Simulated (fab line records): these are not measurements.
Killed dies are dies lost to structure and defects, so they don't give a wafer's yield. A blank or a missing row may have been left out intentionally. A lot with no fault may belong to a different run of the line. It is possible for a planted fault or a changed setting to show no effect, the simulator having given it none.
One fault through the eyes of 2 desks :: flow gf180mcu :: each desk holds nothing but its own numbers, with what lay behind them at the end

== AT THE METROLOGY DESK ==
Lot by lot, what the gauges showed, no matter which tool ran the lot: averages of those sampled wafers that carry a number. A lot is out of limits, marked OUT, if its mean lies more than 4 standard deviations from the usual mean; the brackets give that distance.
Columns: A = V4_CVD_02_THK at GF_V4_THK_MEAS_03, usual 856 nm
lot: L429
first seen here: day 23 20:35
A: 854

lot: L431
first seen here: day 24 07:07
A: 874

lot: L432
first seen here: day 24 23:23
A: 844

lot: L433
first seen here: day 25 05:20
A: 860

lot: L437
first seen here: day 26 14:50
A: 858

lot: L439
first seen here: day 27 06:49
A: 858

lot: L444
first seen here: day 28 17:29
A: 859

lot: L446
first seen here: day 29 04:49
A: 857

lot: L448
first seen here: day 29 22:06
A: 854

lot: L449
first seen here: day 29 23:38
A: 867

lot: L450
first seen here: day 30 04:10
A: 872

lot: L452
first seen here: day 30 18:24
A: 851
This desk found nothing out of limits on any of the 12 lots.

== FOR THE TOOL OWNER'S DESK: rie metal-03 ==
The tool's own readings at GF_MIM_METAL_ETCH_19 (etches the open film in Cl2/BCl3, stops on Si3N4, target depth 324.5 nm, time 54.1 s): means of the sampled wafers that have a number, for each lot that ran on this tool. A lot is out of limits, marked OUT, if its mean lies more than 4 standard deviations from the usual mean; the brackets give that distance.
Columns: A = drypump motor current A at GF_MIM_METAL_ETCH_19, usual 5.7 A; B = oes product au at GF_MIM_METAL_ETCH_19, usual 0.942 a.u.; C = throttle valve pct at GF_MIM_METAL_ETCH_19, usual 28.284 %
lot: L429
first seen here: day 25 18:40
A: 5.8
B: 0.936
C: 28.294

lot: L431
first seen here: day 26 03:47
A: 5.8
B: 0.943
C: 28.276

lot: L432
first seen here: day 26 20:22
A: 5.8
B: 0.935
C: 28.282

lot: L433
first seen here: day 27 00:46
A: 5.6
B: 0.943
C: 28.274

lot: L437
first seen here: day 28 09:28
A: 5.7
B: 0.947
C: 28.260

lot: L439
first seen here: day 29 00:45
A: 5.9
B: 0.950
C: 28.272

lot: L450
first seen here: day 31 18:47
A: 5.8
B: 0.949
C: 28.278
This desk found nothing out of limits on any of the 7 lots.

== BROUGHT TOGETHER ==
Nothing out of limits was seen by the metrology desk.
The desk of the tool owner found nothing out of limits.

== WHAT THE SIMULATOR PUT IN ==
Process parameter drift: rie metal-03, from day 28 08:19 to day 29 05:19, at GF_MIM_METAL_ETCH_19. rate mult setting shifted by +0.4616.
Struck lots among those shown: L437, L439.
